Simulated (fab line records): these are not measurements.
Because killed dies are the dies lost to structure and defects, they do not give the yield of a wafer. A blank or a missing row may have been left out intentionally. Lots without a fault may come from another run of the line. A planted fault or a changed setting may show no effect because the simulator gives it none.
Matching of chambers | flow sky130 | SKY_POLY_CUT_ETCH_10 on rieDiel-01 has 4 sister chambers
The step etches BARC in N2/H2, stops on SiO2, time 45.9 s, target depth 60 nm. 4 wafers are shown with their chamber, then 7 later ones without.

== WAFERS WITH THEIR CHAMBER ==
wafer  | chamber | drypumpMotorCurrentA (A)
L588.6 | 3       | 6.0
L590.1 | 0       | 5.4
L590.5 | 2       | 6.4
L592.5 | 1       | 6.4

== WAFERS WHOSE CHAMBER IS MISSING ==
wafer  | drypumpMotorCurrentA (A)
L592.6 | 5.4
L601.2 | 5.4
L601.3 | 6.5
L601.5 | 6.0
L604.1 | 6.4
L604.2 | 6.0
L604.3 | 6.4

== CHAMBER TAKEN BY EACH ==
wafer  | from the rows above     | in truth
L592.6 | 0                       | 0
L601.2 | 0                       | 0
L601.3 | can't be placed: 1 or 2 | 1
L601.5 | 3                       | 3
L604.1 | can't be placed: 1 or 2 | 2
L604.2 | 3                       | 3
L604.3 | can't be placed: 1 or 2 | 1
Correct placement for 4 of the 7. Cannot be placed on the basis of these rows: 3; the candidates contain the true chamber in 3. Placed wrongly: 0.
How it was worked out, from the rows above alone: a wafer's distance from a chamber is the root of the sum, over the readings, of the square of ((its reading less the chamber's mean) divided by the reading's scatter). If the next closest chamber is less than 2 further off than the closest, the wafer can't be placed; otherwise it belongs to the closest. A chamber's mean is the mean of its shown wafers. The scatter: root of mean squared gap, hidden wafer to nearest shown wafer, with one shown wafer a chamber.
